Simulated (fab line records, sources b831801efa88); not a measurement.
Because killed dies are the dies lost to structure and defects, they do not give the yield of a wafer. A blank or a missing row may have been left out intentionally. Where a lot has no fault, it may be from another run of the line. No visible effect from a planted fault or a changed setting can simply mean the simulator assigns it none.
A struck lot beside a sound one    flow sfq-line    14 out of 325 route steps
Sound: wafers L764.2, L764.3, L764.5. Struck: wafers L777.3, L777.6 (left out: L777.4, a lot-mate that was not struck); the cause follows at the end.
Order at every step that has rows: each side's tool, ch and its chambers, its first start. Under that, the readings that differ: sound wafers    struck wafers    difference of the means    sigmas: that difference in standard deviations of wafers without a fault.
alike: words and numbers the same on both sides, and readings whose means are apart by under 2 such deviations; not compared: readings that were withheld, readings missing a value for some wafer, numbers with overlapping values and no deviation given by the record, and bounds like >300 which may hide the same value.
A row with sigmas, a row that says differs or no value, or rows on one side alone: a step with any of these is where the two part. Non-overlapping numbers with no deviation appear without sigmas and do not part them. A reading missing from all wafers of one side parts the sides only when that side holds two or more wafers.

first, 6 steps without rows for these wafers: SFQ_TRILAYER_M4_LITHO_COAT_098 (resist thk 62 nm); SFQ_TRILAYER_M4_LITHO_COAT_093 (resist thk 600 nm); SFQ_TRILAYER_M4_LITHO_SOFTBAKE_097; SFQ_TRILAYER_M4_LITHO_EXPOSE_094 (exposes mask M4, target cd 500 nm); SFQ_TRILAYER_M4_LITHO_PEB_096 (peb time 60 s); SFQ_TRILAYER_M4_LITHO_DEVELOP_095 (time 60 s).
SFQ_M4_OVL_MEAS_926:
  sound: overlay-01 at day 47 15:02; struck: overlay-01 at day 54 00:31
  alike: M4_OVL
SFQ_TRILAYER_M4_BARC_OPEN_METAL_ETCH_123: etches BARC in O2, target depth 125 nm, time 41.7 s.
  sound on rie-metal-04 ch 0,1, day 47 15:04; struck on rie-metal-02 ch 1, day 54 00:33
reading                      sound           struck     difference  sigmas
drypump-motor-current-A (A)  5.18 5.18 5.49  5.89 5.88  +0.60       +2
  alike: oes-product-au
  not compared: rf-hours-counter-h
SFQ_TRILAYER_M4_ETCH_METAL_ETCH_096: etches Nb in Cl2/Ar, stops on SiO2, target depth 240 nm, time 120 s.
  sound on rie-metal-04 ch 0,1, day 47 15:08; struck on rie-metal-02 ch 1, day 54 00:38
reading                      sound           struck     difference  sigmas
drypump-motor-current-A (A)  5.21 5.21 5.51  5.89 5.89  +0.58       +2
  alike: oes-product-au
  not compared: rf-hours-counter-h
SFQ_TRILAYER_M4_STRIP_STRIP_097: strips in O2.
  sound on rie-metal-04 ch 0,1, day 47 15:15; struck on rie-metal-02 ch 1, day 54 00:55
reading                      sound           struck     difference  sigmas
drypump-motor-current-A (A)  5.18 5.18 5.52  5.89 5.88  +0.59       +2
  alike: oes-product-au
  not compared: rf-hours-counter-h
then, 1 step without rows for these wafers: SFQ_TRILAYER_M4_STRIP_SOLV_CLEAN_098 (cleans in NMP, time 600 s).
SFQ_TRILAYER_I4_DEP_PECVD_099: deposits SiO2 from SiH4/N2O, time 111.11 s, target thk 500 nm.
  sound on pecvd-03 ch 1,2, day 47 16:02; struck on pecvd-02 ch 2, day 54 01:29
  alike: heater-power-w, showerhead-vpp-V, throttle-valve-pct
SFQ_TRILAYER_I4_CMP_CMP_100: polishes SiO2.
  sound on cmp-02 ch 0,3, day 47 16:07; struck on cmp-02 ch 0, day 54 08:31
reading                 sound        struck   difference  sigmas
time-to-endpoint-s (s)  221 204 238  125 123  -97         -11
  alike: edge-zone-pressure-frac, motor-current-A, slurry-flow-ml-min
SFQ_I4_BOW_MEAS_927:
  sound: film-metro-03 at day 47 19:08; struck: film-metro-04 at day 54 11:04
  alike: I4_BOW

WHERE THEY PART
Earliest at SFQ_TRILAYER_M4_BARC_OPEN_METAL_ETCH_123; latest, in this record, at SFQ_TRILAYER_I4_CMP_CMP_100. Later steps at which nothing parts them and some readings are alike: SFQ_I4_BOW_MEAS_927.

WHY: the cause the simulator had injected
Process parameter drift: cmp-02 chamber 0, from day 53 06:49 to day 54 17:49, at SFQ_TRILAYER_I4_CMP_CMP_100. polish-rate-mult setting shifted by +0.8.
